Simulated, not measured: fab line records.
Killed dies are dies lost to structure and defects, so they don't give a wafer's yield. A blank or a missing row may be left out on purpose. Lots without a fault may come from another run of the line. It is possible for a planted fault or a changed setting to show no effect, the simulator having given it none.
fab line records :: flow sky130
record
  lots=7
  wafers=21
  lastDay=51
route steps=708 shown METAL4@635 VIA4@639
lots that met no fault: from a run of the same line without faults
startH: hours from the record's first day to the start of the lot's first wafer shown :: waitH: how many hours have passed since the lot's step before this one :: " as in the row above :: L1.1+2: one row covering several wafers at once :: - no value present, or no start provided :: * or withheld: withheld :: < > ~ a bound
route shown NAME@n: a module of which the file shows steps, and the number in the route of the first :: usual: mean/standard deviation of fault-free wafers :: same: alike in all rows :: chamber/n: place in a boat :: sites: each site's reading :: _std_site: their standard deviation :: _edge_site: the outer-site mean with the inner-site mean subtracted :: radiusMm: how far each site lies from the wafer's centre :: mask NAME#n: copy n :: behind: the last tool/chamber to shape the wafer :: hold: cause of the lot's hold/its duration in hours/its outcome :: device: the n, p or np transistor that did not switch :: end of line: tests of these same wafers at the route's end :: a step with no rows: only its recipe :: killed: not the wafer's yield, but the dies lost to structure and defects at the first sort :: map: dies across one wafer; x = killed, . = not, _ = none there
set.NAME: the setting that was run; set.NAME@STEP: the one run at that earlier step :: model.NAME: the simulator's own value behind a step, which no gauge read
a table for each step, a row for each wafer; lots at some steps of the route
services: from which hour (startH, from the record's first day; less than 0 if before it) a tool's chamber was out of use, for how many hours, and why
## steps
# step SKY_METAL4_STRIP_19
# recipe
  chemistry=O2/N2
  powerW=1400
  pressureMtorr=1500
  platenTempC=withheld
  o2FlowSccm=3000
  n2FlowSccm=300
  overashFraction=0.5
# usual
  drypumpMotorCurrentA=6.1/0.46
  oesProductAu=0.505/0.0061
  stripTimeToEndpointS=6.61/0.11
lot.wafer: L889.2
tool: plasmaAsher-03
chamber: 1
startH: 1023.07
waitH: 0.1
drypumpMotorCurrentA: 6.5
oesProductAu: 0.506
rfHoursCounterH: 114
stripTimeToEndpointS: 6.54

lot.wafer: L889.3
tool: plasmaAsher-03
chamber: 0
startH: 1023.07
waitH: 0.1
drypumpMotorCurrentA: 5.3
oesProductAu: 0.508
rfHoursCounterH: -
stripTimeToEndpointS: 6.81

lot.wafer: L889.4
tool: plasmaAsher-03
chamber: 1
startH: 1023.07
waitH: 0.1
drypumpMotorCurrentA: 6.4
oesProductAu: 0.506
rfHoursCounterH: -
stripTimeToEndpointS: 6.53

lot.wafer: L892.1
tool: plasmaAsher-04
chamber: 0
startH: 1040.28
waitH: 0.1
drypumpMotorCurrentA: 5.5
oesProductAu: 0.513
rfHoursCounterH: 30
stripTimeToEndpointS: 6.64

lot.wafer: L892.3
tool: plasmaAsher-04
chamber: 1
startH: 1040.28
waitH: 0.1
drypumpMotorCurrentA: 5.6
oesProductAu: 0.502
rfHoursCounterH: -
stripTimeToEndpointS: 6.65

lot.wafer: L892.4
tool: plasmaAsher-04
chamber: 0
startH: 1040.28
waitH: 0.1
drypumpMotorCurrentA: 5.5
oesProductAu: 0.518
rfHoursCounterH: -
stripTimeToEndpointS: 6.80

lot.wafer: L893.1
tool: plasmaAsher-01
chamber: 1
startH: 1049.70
waitH: 0.1
drypumpMotorCurrentA: 6.5
oesProductAu: 0.507
rfHoursCounterH: 96
stripTimeToEndpointS: 6.57

lot.wafer: L893.2
tool: plasmaAsher-01
chamber: 0
startH: 1049.70
waitH: 0.1
drypumpMotorCurrentA: 6.4
oesProductAu: 0.511
rfHoursCounterH: 96
stripTimeToEndpointS: 6.63

lot.wafer: L893.4
tool: plasmaAsher-01
chamber: 0
startH: 1049.70
waitH: 0.1
drypumpMotorCurrentA: 6.4
oesProductAu: 0.507
rfHoursCounterH: -
stripTimeToEndpointS: 6.64

lot.wafer: L894.2
tool: plasmaAsher-01
chamber: 0
startH: 1051.65
waitH: 0.1
drypumpMotorCurrentA: 6.4
oesProductAu: 0.493
rfHoursCounterH: 97
stripTimeToEndpointS: 6.36

lot.wafer: L894.5
tool: plasmaAsher-01
chamber: 1
startH: 1051.65
waitH: 0.1
drypumpMotorCurrentA: 6.5
oesProductAu: 0.506
rfHoursCounterH: -
stripTimeToEndpointS: 6.55

lot.wafer: L894.6
tool: plasmaAsher-01
chamber: 0
startH: 1051.65
waitH: 0.1
drypumpMotorCurrentA: 6.4
oesProductAu: 0.496
rfHoursCounterH: -
stripTimeToEndpointS: 6.41

lot.wafer: L904.2
tool: plasmaAsher-01
chamber: 1
startH: 1129.82
waitH: 0.1
drypumpMotorCurrentA: 6.5
oesProductAu: 0.492
rfHoursCounterH: 105
stripTimeToEndpointS: 6.58

lot.wafer: L904.3
tool: plasmaAsher-01
chamber: 1
startH: 1129.82
waitH: 0.1
drypumpMotorCurrentA: 6.4
oesProductAu: 0.500
rfHoursCounterH: -
stripTimeToEndpointS: 6.62

lot.wafer: L904.4
tool: plasmaAsher-01
chamber: 0
startH: 1129.82
waitH: 0.1
drypumpMotorCurrentA: 6.4
oesProductAu: 0.506
rfHoursCounterH: -
stripTimeToEndpointS: 6.80

lot.wafer: L906.1
tool: plasmaAsher-03
chamber: 1
startH: 1135.98
waitH: 0.1
drypumpMotorCurrentA: 6.4
oesProductAu: 0.497
rfHoursCounterH: 5
stripTimeToEndpointS: 6.54

lot.wafer: L906.3
tool: plasmaAsher-03
chamber: 1
startH: 1135.98
waitH: 0.1
drypumpMotorCurrentA: 6.4
oesProductAu: 0.499
rfHoursCounterH: -
stripTimeToEndpointS: 6.51

lot.wafer: L906.5
tool: plasmaAsher-03
chamber: 0
startH: 1135.98
waitH: 0.1
drypumpMotorCurrentA: 5.3
oesProductAu: 0.504
rfHoursCounterH: -
stripTimeToEndpointS: 6.66

lot.wafer: L908.1
tool: plasmaAsher-01
chamber: 1
startH: 1140.65
waitH: 0.1
drypumpMotorCurrentA: 6.5
oesProductAu: 0.513
rfHoursCounterH: 106
stripTimeToEndpointS: 6.67

lot.wafer: L908.2
tool: plasmaAsher-01
chamber: 0
startH: 1140.65
waitH: 0.1
drypumpMotorCurrentA: 6.4
oesProductAu: 0.494
rfHoursCounterH: 106
stripTimeToEndpointS: 6.41

lot.wafer: L908.3
tool: plasmaAsher-01
chamber: 0
startH: 1140.65
waitH: 0.1
drypumpMotorCurrentA: 6.4
oesProductAu: 0.507
rfHoursCounterH: -
stripTimeToEndpointS: 6.67
# step SKY_METAL4_STRIP_20
# recipe
  chemistry=postEtchResidueRemover
  timeS=1200
  tempC=72.5
# step SKY_METAL4_CLEAN_21
# recipe
  chemistry=IPA
  timeS=180
  tempC=25
# step SKY_METAL4_CLEAN_22
# recipe
  chemistry=O3/DIW
  dry=n2Spin
# step SKY_VIA4_HDPCVD_00
# recipe
  material=SiO2
  targetThkNm=1750
  sigmaOpenFrac=0.3
  timeS=291.7
  tempC=400
  sih4FlowSccm=60
  pressureMtorr=6
# step SKY_VIA4_THK_MEAS_01
# recipe
  reads=SiO2_of_VIA4_HDPCVD_00
# usual
  VIA4_HDPCVD_THK=1748/17
lot.wafer: L889.2
tool: filmMetro-03
chamber: -
startH: 1023.85
waitH: 0.1
VIA4_HDPCVD_THK[nm]: 1735

lot.wafer: L889.3
tool: filmMetro-03
chamber: -
startH: 1023.85
waitH: 0.1
VIA4_HDPCVD_THK[nm]: 1721

lot.wafer: L889.4
tool: filmMetro-03
chamber: -
startH: 1023.85
waitH: 0.1
VIA4_HDPCVD_THK[nm]: 1716

lot.wafer: L892.1
tool: filmMetro-01
chamber: -
startH: 1041.05
waitH: 0.1
VIA4_HDPCVD_THK[nm]: 1743

lot.wafer: L892.3
tool: filmMetro-01
chamber: -
startH: 1041.05
waitH: 0.1
VIA4_HDPCVD_THK[nm]: 1758

lot.wafer: L892.4
tool: filmMetro-01
chamber: -
startH: 1041.05
waitH: 0.1
VIA4_HDPCVD_THK[nm]: 1722

lot.wafer: L893.1
tool: filmMetro-02
chamber: -
startH: 1050.51
waitH: 0.1
VIA4_HDPCVD_THK[nm]: 1749

lot.wafer: L893.2
tool: filmMetro-02
chamber: -
startH: 1050.51
waitH: 0.1
VIA4_HDPCVD_THK[nm]: 1727

lot.wafer: L893.4
tool: filmMetro-02
chamber: -
startH: 1050.51
waitH: 0.1
VIA4_HDPCVD_THK[nm]: 1760

lot.wafer: L894.2
tool: filmMetro-03
chamber: -
startH: 1052.44
waitH: 0.1
VIA4_HDPCVD_THK[nm]: 1801

lot.wafer: L894.5
tool: filmMetro-03
chamber: -
startH: 1052.44
waitH: 0.1
VIA4_HDPCVD_THK[nm]: 1772

lot.wafer: L894.6
tool: filmMetro-03
chamber: -
startH: 1052.44
waitH: 0.1
VIA4_HDPCVD_THK[nm]: 1759

lot.wafer: L904.2
tool: filmMetro-01
chamber: -
startH: 1130.71
waitH: 0.1
VIA4_HDPCVD_THK[nm]: 1740

lot.wafer: L904.3
tool: filmMetro-01
chamber: -
startH: 1130.71
waitH: 0.1
VIA4_HDPCVD_THK[nm]: 1765

lot.wafer: L904.4
tool: filmMetro-01
chamber: -
startH: 1130.71
waitH: 0.1
VIA4_HDPCVD_THK[nm]: 1754

lot.wafer: L906.1
tool: filmMetro-03
chamber: -
startH: 1136.86
waitH: 0.1
VIA4_HDPCVD_THK[nm]: 1740

lot.wafer: L906.3
tool: filmMetro-03
chamber: -
startH: 1136.86
waitH: 0.1
VIA4_HDPCVD_THK[nm]: 1734

lot.wafer: L906.5
tool: filmMetro-03
chamber: -
startH: 1136.86
waitH: 0.1
VIA4_HDPCVD_THK[nm]: 1765

lot.wafer: L908.1
tool: filmMetro-03
chamber: -
startH: 1141.48
waitH: 0.1
VIA4_HDPCVD_THK[nm]: 1753

lot.wafer: L908.2
tool: filmMetro-03
chamber: -
startH: 1141.48
waitH: 0.1
VIA4_HDPCVD_THK[nm]: 1766

lot.wafer: L908.3
tool: filmMetro-03
chamber: -
startH: 1141.48
waitH: 0.1
VIA4_HDPCVD_THK[nm]: 1752
# step SKY_VIA4_CMP_02
# recipe
  material=SiO2
  downForcePsi=4
  platenRpm=60
  padVelocityMS=0.94248
# usual
  motorCurrentA=13.2/1.5
  slurryFilterDpKPa=13.50/0.14
lot.wafer: L889.2
tool: cmp-01
chamber: 0
startH: 1023.90
waitH: 0.0
motorCurrentA: 13.8
slurryFilterDpKPa: 13.42

lot.wafer: L889.3
tool: cmp-01
chamber: 1
startH: 1023.90
waitH: 0.0
motorCurrentA: 12.2
slurryFilterDpKPa: 13.71

lot.wafer: L889.4
tool: cmp-01
chamber: 2
startH: 1023.90
waitH: 0.0
motorCurrentA: 13.3
slurryFilterDpKPa: 13.24

lot.wafer: L892.1
tool: cmp-01
chamber: 0
startH: 1041.16
waitH: 0.1
motorCurrentA: 12.6
slurryFilterDpKPa: 13.41

lot.wafer: L892.3
tool: cmp-01
chamber: 1
startH: 1041.16
waitH: 0.1
motorCurrentA: 12.4
slurryFilterDpKPa: 13.64

lot.wafer: L892.4
tool: cmp-01
chamber: 2
startH: 1041.16
waitH: 0.1
motorCurrentA: 13.7
slurryFilterDpKPa: 13.27

lot.wafer: L893.2
tool: cmp-02
chamber: 1
startH: 1050.57
waitH: 0.0
motorCurrentA: 11.9
slurryFilterDpKPa: 13.84

lot.wafer: L893.4
tool: cmp-02
chamber: 2
startH: 1050.57
waitH: 0.0
motorCurrentA: 13.1
slurryFilterDpKPa: 13.61

lot.wafer: L893.1
tool: cmp-02
chamber: 0
startH: 1050.57
waitH: 0.0
motorCurrentA: 10.6
slurryFilterDpKPa: 13.41

lot.wafer: L894.2
tool: cmp-01
chamber: 1
startH: 1052.59
waitH: 0.1
motorCurrentA: 12.9
slurryFilterDpKPa: 13.49

lot.wafer: L894.5
tool: cmp-01
chamber: 3
startH: 1052.59
waitH: 0.1
motorCurrentA: 16.0
slurryFilterDpKPa: 13.55

lot.wafer: L894.6
tool: cmp-01
chamber: 0
startH: 1052.59
waitH: 0.1
motorCurrentA: 12.7
slurryFilterDpKPa: 13.45

lot.wafer: L904.4
tool: cmp-01
chamber: 3
startH: 1130.81
waitH: 0.1
motorCurrentA: 15.6
slurryFilterDpKPa: 13.55

lot.wafer: L904.2
tool: cmp-01
chamber: 0
startH: 1130.81
waitH: 0.1
motorCurrentA: 13.6
slurryFilterDpKPa: 13.35

lot.wafer: L904.3
tool: cmp-01
chamber: 1
startH: 1130.81
waitH: 0.1
motorCurrentA: 12.4
slurryFilterDpKPa: 13.26

lot.wafer: L906.1
tool: cmp-01
chamber: 3
startH: 1136.92
waitH: 0.1
motorCurrentA: 15.1
slurryFilterDpKPa: 13.67

lot.wafer: L906.3
tool: cmp-01
chamber: 0
startH: 1136.92
waitH: 0.1
motorCurrentA: 11.8
slurryFilterDpKPa: 13.33

lot.wafer: L906.5
tool: cmp-01
chamber: 3
startH: 1136.92
waitH: 0.1
motorCurrentA: 15.9
slurryFilterDpKPa: 13.35

lot.wafer: L908.2
tool: cmp-01
chamber: 3
startH: 1141.59
waitH: 0.1
motorCurrentA: 15.1
slurryFilterDpKPa: 13.35

lot.wafer: L908.3
tool: cmp-01
chamber: 0
startH: 1141.59
waitH: 0.1
motorCurrentA: 12.9
slurryFilterDpKPa: 13.50

lot.wafer: L908.1
tool: cmp-01
chamber: 1
startH: 1141.59
waitH: 0.1
motorCurrentA: 12.3
slurryFilterDpKPa: 13.49
# step SKY_VIA4_BOW_MEAS_03
# recipe
  mode=bow
# usual
  VIA4_BOW=83/7.5
lot.wafer: L889.2
tool: filmMetro-01
chamber: -
startH: 1024.22
waitH: 0.3
VIA4_BOW[um]: 70

lot.wafer: L889.3
tool: filmMetro-01
chamber: -
startH: 1024.22
waitH: 0.3
VIA4_BOW[um]: 96

lot.wafer: L889.4
tool: filmMetro-01
chamber: -
startH: 1024.22
waitH: 0.3
VIA4_BOW[um]: 84

lot.wafer: L892.1
tool: filmMetro-01
chamber: -
startH: 1041.41
waitH: 0.2
VIA4_BOW[um]: 88

lot.wafer: L892.3
tool: filmMetro-01
chamber: -
startH: 1041.41
waitH: 0.2
VIA4_BOW[um]: 89

lot.wafer: L892.4
tool: filmMetro-01
chamber: -
startH: 1041.41
waitH: 0.2
VIA4_BOW[um]: 99

lot.wafer: L893.1
tool: filmMetro-02
chamber: -
startH: 1050.87
waitH: 0.1
VIA4_BOW[um]: 88

lot.wafer: L893.2
tool: filmMetro-02
chamber: -
startH: 1050.87
waitH: 0.1
VIA4_BOW[um]: 70

lot.wafer: L893.4
tool: filmMetro-02
chamber: -
startH: 1050.87
waitH: 0.1
VIA4_BOW[um]: 88

lot.wafer: L894.2
tool: filmMetro-02
chamber: -
startH: 1052.81
waitH: 0.2
VIA4_BOW[um]: 100

lot.wafer: L894.5
tool: filmMetro-02
chamber: -
startH: 1052.81
waitH: 0.2
VIA4_BOW[um]: 82

lot.wafer: L894.6
tool: filmMetro-02
chamber: -
startH: 1052.81
waitH: 0.2
VIA4_BOW[um]: 79

lot.wafer: L904.2
tool: filmMetro-02
chamber: -
startH: 1131.08
waitH: 0.2
VIA4_BOW[um]: 80

lot.wafer: L904.3
tool: filmMetro-02
chamber: -
startH: 1131.08
waitH: 0.2
VIA4_BOW[um]: 79

lot.wafer: L904.4
tool: filmMetro-02
chamber: -
startH: 1131.08
waitH: 0.2
VIA4_BOW[um]: 81

lot.wafer: L906.1
tool: filmMetro-02
chamber: -
startH: 1137.22
waitH: 0.2
VIA4_BOW[um]: 75

lot.wafer: L906.3
tool: filmMetro-02
chamber: -
startH: 1137.22
waitH: 0.2
VIA4_BOW[um]: 80

lot.wafer: L906.5
tool: filmMetro-02
chamber: -
startH: 1137.22
waitH: 0.2
VIA4_BOW[um]: 89

lot.wafer: L908.1
tool: filmMetro-01
chamber: -
startH: 1141.84
waitH: 0.1
VIA4_BOW[um]: 71

lot.wafer: L908.2
tool: filmMetro-01
chamber: -
startH: 1141.84
waitH: 0.1
VIA4_BOW[um]: 77

lot.wafer: L908.3
tool: filmMetro-01
chamber: -
startH: 1141.84
waitH: 0.1
VIA4_BOW[um]: 78
# step SKY_VIA4_DEHYDRATE_04
# recipe
  tempC=200
  timeS=60
# step SKY_VIA4_HMDS_05
# recipe
  primeTimeS=60
  primeTempC=120
# step SKY_VIA4_COAT_06
# recipe
  resist=NOVOLAK
  spinRpm=3000
  resistThkNm=1140
# step SKY_VIA4_SOFTBAKE_07
# recipe
  tempC=90
  timeS=60
  resist=NOVOLAK
# step SKY_VIA4_EXPOSE_08
# recipe
  maskId=VIM4
  na=0.6
  sourceShape=conventional
  sigmaOuter=0.6
  polarization=unpolarized
  targetCdNm=800
  doseMj=132
# usual
  exposureDoseMJCm2=131.94/0.14
  focusOffsetNm=0.2/0.47
lot.wafer: L889.2
tool: ilineStepper-02
chamber: 0
startH: 1035.32
waitH: -
mask: VIM4#0
exposureDoseMJCm2: 131.84
focusOffsetNm: 0.5

lot.wafer: L889.3
tool: ilineStepper-02
chamber: 0
startH: 1035.32
waitH: -
mask: VIM4#0
exposureDoseMJCm2: 131.86
focusOffsetNm: 1.0

lot.wafer: L889.4
tool: ilineStepper-02
chamber: 0
startH: 1035.32
waitH: -
mask: VIM4#0
exposureDoseMJCm2: 132.02
focusOffsetNm: 0.7

lot.wafer: L892.1
tool: ilineStepper-01
chamber: -
startH: 1052.47
waitH: -
mask: VIM4#0
exposureDoseMJCm2: -
focusOffsetNm: -

lot.wafer: L892.3
tool: ilineStepper-01
chamber: -
startH: 1052.47
waitH: -
mask: VIM4#0
exposureDoseMJCm2: -
focusOffsetNm: -

lot.wafer: L892.4
tool: ilineStepper-01
chamber: -
startH: 1052.47
waitH: -
mask: VIM4#0
exposureDoseMJCm2: -
focusOffsetNm: -

lot.wafer: L893.1
tool: ilineStepper-02
chamber: -
startH: 1062.67
waitH: -
mask: VIM4#0
exposureDoseMJCm2: -
focusOffsetNm: -

lot.wafer: L893.2
tool: ilineStepper-02
chamber: -
startH: 1062.67
waitH: -
mask: VIM4#0
exposureDoseMJCm2: -
focusOffsetNm: -

lot.wafer: L893.4
tool: ilineStepper-02
chamber: -
startH: 1062.67
waitH: -
mask: VIM4#0
exposureDoseMJCm2: -
focusOffsetNm: -

lot.wafer: L894.2
tool: ilineStepper-01
chamber: -
startH: 1064.89
waitH: -
mask: VIM4#0
exposureDoseMJCm2: -
focusOffsetNm: -

lot.wafer: L894.5
tool: ilineStepper-01
chamber: -
startH: 1064.89
waitH: -
mask: VIM4#0
exposureDoseMJCm2: -
focusOffsetNm: -

lot.wafer: L894.6
tool: ilineStepper-01
chamber: -
startH: 1064.89
waitH: -
mask: VIM4#0
exposureDoseMJCm2: -
focusOffsetNm: -

lot.wafer: L904.2
tool: ilineStepper-02
chamber: 0
startH: 1141.59
waitH: -
mask: VIM4#0
exposureDoseMJCm2: 131.74
focusOffsetNm: 0.1

lot.wafer: L904.3
tool: ilineStepper-02
chamber: 0
startH: 1141.59
waitH: -
mask: VIM4#0
exposureDoseMJCm2: 132.06
focusOffsetNm: 0.0

lot.wafer: L904.4
tool: ilineStepper-02
chamber: 0
startH: 1141.59
waitH: -
mask: VIM4#0
exposureDoseMJCm2: 132.07
focusOffsetNm: 0.0

lot.wafer: L906.1
tool: ilineStepper-01
chamber: 0
startH: 1146.12
waitH: -
mask: VIM4#0
exposureDoseMJCm2: 131.67
focusOffsetNm: 0.3

lot.wafer: L906.3
tool: ilineStepper-01
chamber: 0
startH: 1146.12
waitH: -
mask: VIM4#0
exposureDoseMJCm2: 131.67
focusOffsetNm: -0.1

lot.wafer: L906.5
tool: ilineStepper-01
chamber: 0
startH: 1146.12
waitH: -
mask: VIM4#0
exposureDoseMJCm2: 131.81
focusOffsetNm: 1.2

lot.wafer: L908.1
tool: ilineStepper-02
chamber: 0
startH: 1151.15
waitH: -
mask: VIM4#0
exposureDoseMJCm2: 131.87
focusOffsetNm: 0.3

lot.wafer: L908.2
tool: ilineStepper-02
chamber: 0
startH: 1151.15
waitH: -
mask: VIM4#0
exposureDoseMJCm2: 131.86
focusOffsetNm: 0.0

lot.wafer: L908.3
tool: ilineStepper-02
chamber: 0
startH: 1151.15
waitH: -
mask: VIM4#0
exposureDoseMJCm2: 131.82
focusOffsetNm: 0.4
# step SKY_VIA4_PEB_09
# recipe
  tempC=withheld
  timeS=*
  resist=NOVOLAK
## services
tool: ilineStepper-01
chamber: -
startH: 1035.28
hours: 1.7
kind: pm

tool: cmp-01
chamber: -
startH: 1042.16
hours: 0.9
kind: repair

tool: cmp-01
chamber: -
startH: 1046.11
hours: 2.8
kind: pm

tool: ilineStepper-01
chamber: -
startH: 1054.66
hours: 3.4
kind: repair

tool: plasmaAsher-03
chamber: -
startH: 1055.25
hours: 9.0
kind: pm

tool: plasmaAsher-03
chamber: 0
startH: 1055.25
hours: 9.0
kind: ventCycle

tool: plasmaAsher-03
chamber: 1
startH: 1055.25
hours: 9.0
kind: ventCycle

tool: plasmaAsher-03
chamber: 0
startH: 1064.25
hours: -
kind: clean

tool: plasmaAsher-03
chamber: 1
startH: 1064.25
hours: -
kind: clean

tool: ilineStepper-01
chamber: -
startH: 1067.52
hours: 6.3
kind: repair

tool: ilineStepper-02
chamber: -
startH: 1073.85
hours: 1.7
kind: pm

tool: cmp-02
chamber: -
startH: 1074.13
hours: 1.3
kind: repair

tool: plasmaAsher-03
chamber: -
startH: 1076.97
hours: 12.3
kind: repair

tool: cmp-02
chamber: -
startH: 1080.81
hours: 2.9
kind: repair

tool: ilineStepper-02
chamber: -
startH: 1081.15
hours: 2.1
kind: pm

tool: ilineStepper-02
chamber: -
startH: 1083.24
hours: -
kind: consumableReplace:lamp

tool: cmp-01
chamber: -
startH: 1084.11
hours: 4.0
kind: pm

tool: cmp-01
chamber: -
startH: 1088.11
hours: -
kind: consumableReplace:conditioner

tool: cmp-01
chamber: -
startH: 1088.11
hours: -
kind: consumableReplace:pad

tool: plasmaAsher-03
chamber: -
startH: 1095.47
hours: 7.5
kind: repair

tool: ilineStepper-01
chamber: 0
startH: 1118.90
hours: -
kind: calibration
## key
firstSign
  step=SKY_VIA4_EXPOSE_08
  reading=toolRecord
  direction=missing
effect none on later readings
metAt SKY_VIA4_EXPOSE_08
struckWafers L892.1,L892.3,L892.4,L893.1,L893.2,L893.4,L894.2,L894.5,L894.6
laterRowsLeftOut L892.1,L892.3,L892.4,L893.1,L893.2,L893.4,L894.2,L894.5,L894.6
sortLeftOut L892.1,L892.3,L892.4,L893.1,L893.2,L893.4,L894.2,L894.5,L894.6
onsetBetween 1035.32 1052.47
fault
  kind=skippedStepWhole
  tool=ilineStepper-01,ilineStepper-02
  chamber=-
  onsetH=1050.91
  steps=SKY_VIA4_EXPOSE_08
  scope=struckLotsOnly
# sortLeftOut: the simulated sort isn't trusted on such a fault, so these wafers' sort isn't shown, and their yield isn't known
# laterRowsLeftOut: the simulator's readings of these wafers behind a module that went badly wrong aren't trusted and aren't shown, but for the sort
